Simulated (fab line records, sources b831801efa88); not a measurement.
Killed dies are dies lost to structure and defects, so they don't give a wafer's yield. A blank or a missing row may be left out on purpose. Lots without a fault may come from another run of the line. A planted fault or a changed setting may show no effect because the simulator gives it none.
fab line records | flow sky130
record lots=13 wafers=39 last_day=50
route steps=708 shown SD_P@330 VIA3@581 CAP2M@617 PAD_OPEN@708
lots that met no fault: from a run of the same line without faults
start_h: hours from the record's first day to the start of the lot's first wafer shown | wait_h: hours since the lot's step before | " the same as in the row above | L1.1+2: a row that stands for several wafers | - no value, or no start given | * or withheld: withheld | < > ~ a bound
route shown NAME@n: a module of which the file shows steps, and the number in the route of the first | usual: mean/standard deviation of fault-free wafers | same: alike in all rows | chamber/n: place in a boat | sites: the reading at each site | _std_site: their standard deviation | _edge_site: outer sites' mean less inner sites' | radius_mm: how far each site lies from the wafer's centre | mask NAME#n: copy n | behind: the tool/chamber that last shaped the wafer | hold: why the lot was held/for how many hours/how that ended | device: the transistor (n, p or np) that didn't switch | end of line: the same wafers' tests at the end of the route | a step without rows: its recipe alone | killed: dies lost to structure and defects at the first sort, not the wafer's yield | map: a wafer's dies, x killed, . not, _ none there
set.NAME: the setting as run; set.NAME@STEP: as run at that earlier step | model.NAME: the simulator's own value behind a step, which no gauge read
steps of the route over a sample of lots; a table a step, a row a wafer
services: from which hour (start_h, from the record's first day; less than 0 if before it) a tool's chamber was out of use, for how many hours, and why
## steps
# step SKY_SD_P_STRIP_10
# recipe chemistry=O2/N2 power_w=1400 pressure_mtorr=1500 platen_temp_c=withheld o2_flow_sccm=3000 n2_flow_sccm=300 overash_fraction=0.5
# usual drypump_motor_current_A=6.0/0.42 oes_product_au=0.618/0.0046 strip_time_to_endpoint_s=17.50/0.038
# columns lot.wafer tool chamber start_h wait_h drypump_motor_current_A oes_product_au rf_hours_counter_h strip_time_to_endpoint_s
L537.3 plasma_asher-02 0 592.06 0.1 6.3 0.617 - 17.56
L537.4 " 1 " " 5.8 0.615 - 17.60
L537.5 " 0 " " 6.3 0.623 - 17.55
L539.2 plasma_asher-03 0 619.64 0.1 6.6 0.617 89 17.47
L539.3 " 0 " " 6.6 0.624 - 17.49
L539.5 " 0 " " 6.6 0.616 - 17.46
L538.2 plasma_asher-03 1 621.49 0.1 5.5 0.618 89 17.49
L538.3 " 1 " " 5.4 0.623 - 17.53
L538.5 " 0 " " 6.6 0.616 - 17.51
L541.2 plasma_asher-02 0 626.97 0.1 6.4 0.620 51 17.51
L541.3 " 0 " " 6.3 0.620 - 17.47
L541.4 " 1 " " 5.8 0.612 - 17.44
L542.1 plasma_asher-03 1 636.24 0.1 5.4 0.618 91 17.45
L542.2 " 0 " " 6.6 0.621 91 17.45
L542.4 " 1 " " 5.5 0.623 - 17.54
L543.1 plasma_asher-03 1 636.54 0.1 5.4 0.629 91 17.53
L543.2 " 0 " " 6.6 0.623 91 17.51
L543.6 " 1 " " 5.4 0.616 - 17.46
L544.3 plasma_asher-04 1 654.66 0.1 5.8 0.624 - 17.46
L544.5 " 1 " " 5.8 0.619 - 17.50
L544.6 " 0 " " 6.4 0.612 - 17.43
L546.2 plasma_asher-02 0 667.82 0.1 6.4 0.619 55 17.51
L546.5 " 0 " " 6.3 0.619 - 17.49
L546.6 " 1 " " 5.8 0.617 - 17.47
L548.2 plasma_asher-04 0 695.14 0.1 6.4 0.613 88 17.51
L548.3 " 0 " " 6.4 0.619 - 17.55
L548.5 " 1 " " 5.8 0.615 - 17.53
L550.3 plasma_asher-02 1 700.66 0.1 5.8 0.618 - 17.42
L550.4 " 0 " " 6.3 0.614 - 17.49
L550.6 " 0 " " 6.3 0.617 - 17.44
L555.2 plasma_asher-03 0 742.84 0.1 6.6 0.617 0 17.46
L555.4 " 1 " " 5.5 0.627 - 17.47
L555.6 " 0 " " 6.6 0.620 - 17.44
L557.3 plasma_asher-03 0 752.55 0.1 6.5 0.624 - 17.47
L557.4 " 1 " " 5.5 0.613 - 17.48
L557.5 " 0 " " 6.6 0.623 - 17.50
L556.3 plasma_asher-03 1 753.76 0.1 5.4 0.605 - 17.50
L556.5 " 1 " " 5.4 0.613 - 17.53
L556.6 " 0 " " 6.6 0.619 - 17.47
# step SKY_VIA3_SOFTBAKE_08
# recipe temp_c=100 time_s=92.91 resist=KrF-thick
# usual plate_sensor_t_centre_C=100.88/0.011 plate_sensor_t_edge_C=100.95/0.01
# columns lot.wafer tool chamber start_h wait_h plate_sensor_t_centre_C plate_sensor_t_edge_C
L537.3 litho_track-03 0 - - 100.89 100.96
L537.4 " 0 " " 100.88 100.95
L537.5 " 0 " " 100.88 100.96
L539.2 litho_track-04 0 - - 100.88 100.97
L539.3 " 0 " " 100.89 100.96
L539.5 " 0 " " 100.88 100.95
L538.2 litho_track-04 0 - - 100.88 100.96
L538.3 " 0 " " 100.88 100.94
L538.5 " 0 " " 100.89 100.95
L541.2 litho_track-02 0 - - 100.87 100.95
L541.3 " 0 " " 100.89 100.95
L541.4 " 0 " " 100.90 100.94
L542.1 litho_track-02 0 - - 100.88 100.96
L542.2 " 0 " " 100.87 100.94
L542.4 " 0 " " 100.89 100.96
L543.1 litho_track-02 0 - - 100.90 100.95
L543.2 " 0 " " 100.89 100.96
L543.6 " 0 " " 100.89 100.94
L544.3 litho_track-04 0 - - 100.87 100.95
L544.5 " 0 " " 100.88 100.95
L544.6 " 0 " " 100.89 100.95
L546.2 litho_track-03 0 - - 100.88 100.97
L546.5 " 0 " " 100.88 100.94
L546.6 " 0 " " 100.89 100.95
L548.2 litho_track-02 0 - - 100.86 100.94
L548.3 " 0 " " 100.87 100.96
L548.5 " 0 " " 100.88 100.95
L550.3 litho_track-04 0 - - 100.88 100.95
L550.4 " 0 " " 100.89 100.96
L550.6 " 0 " " 100.88 100.94
L555.2 litho_track-04 0 - - 100.86 100.98
L555.4 " 0 " " 100.89 100.95
L555.6 " 0 " " 100.87 100.96
L557.3 litho_track-03 0 - - 100.88 100.95
L557.4 " 0 " " 100.89 100.96
L557.5 " 0 " " 100.90 100.99
L556.3 litho_track-04 0 - - 100.87 100.94
L556.5 " 0 " " 100.89 100.97
L556.6 " 0 " " 100.90 100.95
# step SKY_VIA3_OVL_MEAS_13
# usual VIA3_OVL=1/6.4
# columns lot.wafer tool chamber start_h wait_h VIA3_OVL[nm]
L537.3 overlay-01 - 931.82 0.1 -1
L537.4 " - " " 1
L537.5 " - " " 2
L539.2 overlay-02 - 955.04 0.1 2
L539.3 " - " " 6
L539.5 " - " " 5
L538.2 overlay-01 - 958.36 0.1 1
L538.3 " - " " -13
L538.5 " - " " -2
L541.2 overlay-01 - 962.49 0.1 -1
L541.3 " - " " 5
L541.4 " - " " -1
L542.1 overlay-02 - 968.89 0.1 9
L542.2 " - " " -2
L542.4 " - " " 2
L543.1 overlay-01 - 970.66 0.1 5
L543.2 " - " " 6
L543.6 " - " " 7
L544.3 overlay-01 - 983.22 0.1 1
L544.5 " - " " 3
L544.6 " - " " 5
L546.2 overlay-02 - 996.17 0.1 -7
L546.5 " - " " -11
L546.6 " - " " -4
L548.2 overlay-01 - 1017.52 0.1 4
L548.3 " - " " 7
L548.5 " - " " 10
L550.3 overlay-01 - 1021.97 0.1 3
L550.4 " - " " 3
L550.6 " - " " 4
L555.2 overlay-01 - 1056.82 0.1 -3
L555.4 " - " " -5
L555.6 " - " " 3
L557.3 overlay-02 - 1065.32 0.1 1
L557.4 " - " " -5
L557.5 " - " " -2
L556.3 overlay-02 - 1065.80 0.1 11
L556.5 " - " " 9
L556.6 " - " " 15
# step SKY_CAP2M_STRIP_14
# recipe chemistry=O2/N2 power_w=1400 pressure_mtorr=1500 platen_temp_c=withheld o2_flow_sccm=3000 n2_flow_sccm=300 overash_fraction=0.5
# usual drypump_motor_current_A=6.0/0.33 oes_product_au=0.710/0.0044 strip_time_to_endpoint_s=12.65/0.045
# columns lot.wafer tool chamber start_h wait_h drypump_motor_current_A oes_product_au rf_hours_counter_h strip_time_to_endpoint_s
L537.3 plasma_asher-01 0 956.93 0.1 5.8 0.710 - 12.65
L537.4 " 1 " " 6.0 0.713 - 12.66
L537.5 " 0 " " 5.8 0.711 - 12.66
L539.2 plasma_asher-02 1 980.58 0.1 5.8 0.719 87 12.82
L539.3 " 0 " " 6.3 0.705 - 12.70
L539.5 " 1 " " 5.8 0.707 - 12.67
L538.2 plasma_asher-03 0 983.00 0.1 6.5 0.722 23 12.57
L538.3 " 1 " " 5.5 0.715 - 12.57
L538.5 " 0 " " 6.6 0.714 - 12.59
L541.2 plasma_asher-02 0 987.95 0.1 6.3 0.715 88 12.69
L541.3 " 1 " " 5.8 0.710 - 12.63
L541.4 " 0 " " 6.3 0.713 - 12.70
L542.1 plasma_asher-03 1 993.80 0.1 5.5 0.715 24 12.68
L542.2 " 0 " " 6.6 0.707 24 12.56
L542.4 " 0 " " 6.6 0.713 - 12.61
L543.1 plasma_asher-01 1 994.68 0.1 6.0 0.712 54 12.67
L543.2 " 0 " " 5.8 0.709 54 12.65
L543.6 " 0 " " 5.8 0.704 - 12.69
L544.3 plasma_asher-02 0 1006.69 0.1 6.3 0.708 - 12.66
L544.5 " 1 " " 5.8 0.715 - 12.67
L544.6 " 0 " " 6.3 0.707 - 12.66
L546.2 plasma_asher-01 0 1021.50 0.1 5.8 0.709 57 12.67
L546.5 " 1 " " 6.0 0.707 - 12.68
L546.6 " 0 " " 5.8 0.716 - 12.69
L548.2 plasma_asher-02 0 1042.30 0.1 6.4 0.711 93 12.68
L548.3 " 0 " " 6.3 0.711 - 12.64
L548.5 " 1 " " 5.8 0.707 - 12.65
L550.3 plasma_asher-03 0 1046.34 0.1 6.6 0.712 - 12.67
L550.4 " 1 " " 5.4 0.714 - 12.63
L550.6 " 1 " " 5.5 0.703 - 12.60
L555.2 plasma_asher-02 1 1079.95 0.1 5.8 0.706 97 12.64
L555.4 " 0 " " 6.3 0.717 - 12.61
L555.6 " 0 " " 6.3 0.707 - 12.66
L557.3 plasma_asher-01 1 1087.96 0.1 6.0 0.705 - 12.62
L557.4 " 0 " " 5.8 0.709 - 12.61
L557.5 " 0 " " 5.8 0.716 - 12.62
L556.3 plasma_asher-03 0 1088.78 0.1 6.5 0.699 - 12.70
L556.5 " 1 " " 5.4 0.708 - 12.70
L556.6 " 0 " " 6.6 0.706 - 12.62
# step SKY_PAD_OPEN_PROBE_99
# usual killed_at_M0_to_M3=43/6.8 killed_at_M4_up=3.1/1.8 killed_at_contacts=25/5.8 killed_at_front_end=15/4.2 killed_at_other=0.3/0.5 killed_dies=87/9.7 killed_open=47/7.3 killed_short=39/6.6
# same gross_dies=492 killed_at_back_side=0
# columns lot.wafer tool chamber start_h wait_h killed_at_M0_to_M3 killed_at_M4_up killed_at_contacts killed_at_front_end killed_at_other killed_dies killed_open killed_short
L557.3 prober-01 - 1188.14 0.2 35 2 23 78 0 138 50 33
L557.4 prober-01 - 1188.19 0.2 44 2 19 64 0 129 42 35
L557.5 prober-01 - 1188.24 0.2 35 4 21 72 0 132 48 31
L556.3 prober-02 - 1190.00 0.2 38 7 22 59 0 126 36 44
L556.5 prober-02 - 1190.10 0.2 39 4 12 58 0 113 35 32
L556.6 prober-02 - 1190.15 0.2 41 7 24 67 0 139 49 32
# killed by level:class
L557.3 SD_P:unspecified=55 CONTACT:geometric_particle:open=12 VIA1:geometric_particle:open=8 VIA2:geometric_particle:open=7 FIELD_ISO:geometric_particle:open=6 FIELD_ISO:geometric_particle:short=6 CONTACT:geometric_particle:short=6 METAL2:geometric_particle:short=5
L557.4 SD_P:unspecified=52 CONTACT:geometric_particle:open=12 VIA1:geometric_particle:open=7 VIA1:geometric_particle:short=7 VIA3:geometric_particle:open=7 VIA2:geometric_particle:open=7 METAL3:geometric_particle:short=6 POLY_GATE:geometric_particle:open=4
L557.5 SD_P:unspecified=53 VIA1:geometric_particle:open=9 LI_CONTACT:geometric_particle:open=7 FIELD_ISO:geometric_particle:open=6 CONTACT:geometric_particle:short=6 POLY_GATE:geometric_particle:open=5 CONTACT:geometric_particle:open=5 VIA2:geometric_particle:open=5
L556.3 SD_P:unspecified=46 CONTACT:geometric_particle:open=10 METAL1:geometric_particle:short=8 VIA1:geometric_particle:open=8 CONTACT:geometric_particle:short=7 METAL4:geometric_particle:short=7 VIA2:geometric_particle:open=6 POLY_GATE:geometric_particle:open=5
L556.5 SD_P:unspecified=46 METAL1:geometric_particle:short=6 VIA1:geometric_particle:open=6 VIA3:geometric_particle:open=6 METAL2:geometric_particle:short=5 VIA2:geometric_particle:open=5 POLY_GATE:geometric_particle:open=4 LOCAL_INTERCONNECT:geometric_particle:short=4
L556.6 SD_P:unspecified=58 VIA1:geometric_particle:open=10 LI_CONTACT:geometric_particle:open=9 CONTACT:geometric_particle:open=7 VIA3:geometric_particle:open=7 CONTACT:geometric_particle:short=5 METAL2:geometric_particle:short=5 VIA2:geometric_particle:open=5
## services
# columns tool chamber start_h hours kind
plasma_asher-03 - 649.88 4.2 repair
plasma_asher-02 - 688.67 2.8 pm
plasma_asher-01 - 732.68 15.6 pm
plasma_asher-03 - 733.75 9.0 pm
plasma_asher-03 0 733.75 9.0 vent_cycle
plasma_asher-03 1 733.75 9.0 vent_cycle
plasma_asher-03 0 742.75 - clean
plasma_asher-03 1 742.75 - clean
plasma_asher-03 - 747.62 4.1 repair
plasma_asher-01 - 756.93 2.8 pm
plasma_asher-04 - 787.98 3.2 repair
plasma_asher-04 - 825.93 1.8 repair
plasma_asher-03 - 888.86 2.8 repair
plasma_asher-02 - 963.80 3.3 repair
plasma_asher-03 - 1027.53 0.9 repair
plasma_asher-01 - 1041.49 2.1 repair
plasma_asher-03 - 1043.18 2.8 pm
plasma_asher-04 - 1055.25 9.0 pm
plasma_asher-04 0 1055.25 9.0 vent_cycle
plasma_asher-04 1 1055.25 9.0 vent_cycle
plasma_asher-04 0 1064.25 - clean
plasma_asher-04 1 1064.25 - clean
plasma_asher-01 - 1074.75 2.6 repair
## key
first_sign step=SKY_PAD_OPEN_PROBE_99 reading=killed_at_front_end direction=up sigmas=12 usual=15 struck=66
effect step=SKY_PAD_OPEN_PROBE_99 reading=killed_dies direction=up sigmas=4.4 usual=87 struck=130
met_at SKY_SD_P_STRIP_10
struck_lots L556,L557
tester_left_out L556,L557
not_acting_at SKY_VIA3_SOFTBAKE_08,SKY_VIA3_OVL_MEAS_13,SKY_CAP2M_STRIP_14
onset_between 742.84 752.55
also_fits time
fault kind=chamber_particle_source tool=plasma_asher-03 chamber=- onset_h=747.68 steps=SKY_SD_P_STRIP_10 rate_per_visit_cm2=1.053 end_h=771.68
# tester_left_out: of these lots the tester's yield and bins aren't shown, on N5 and GAA mostly nor the transistor test; their killed dies are dies lost to structure and defects alone, not to doping, threshold or leakage, so they don't give the yield
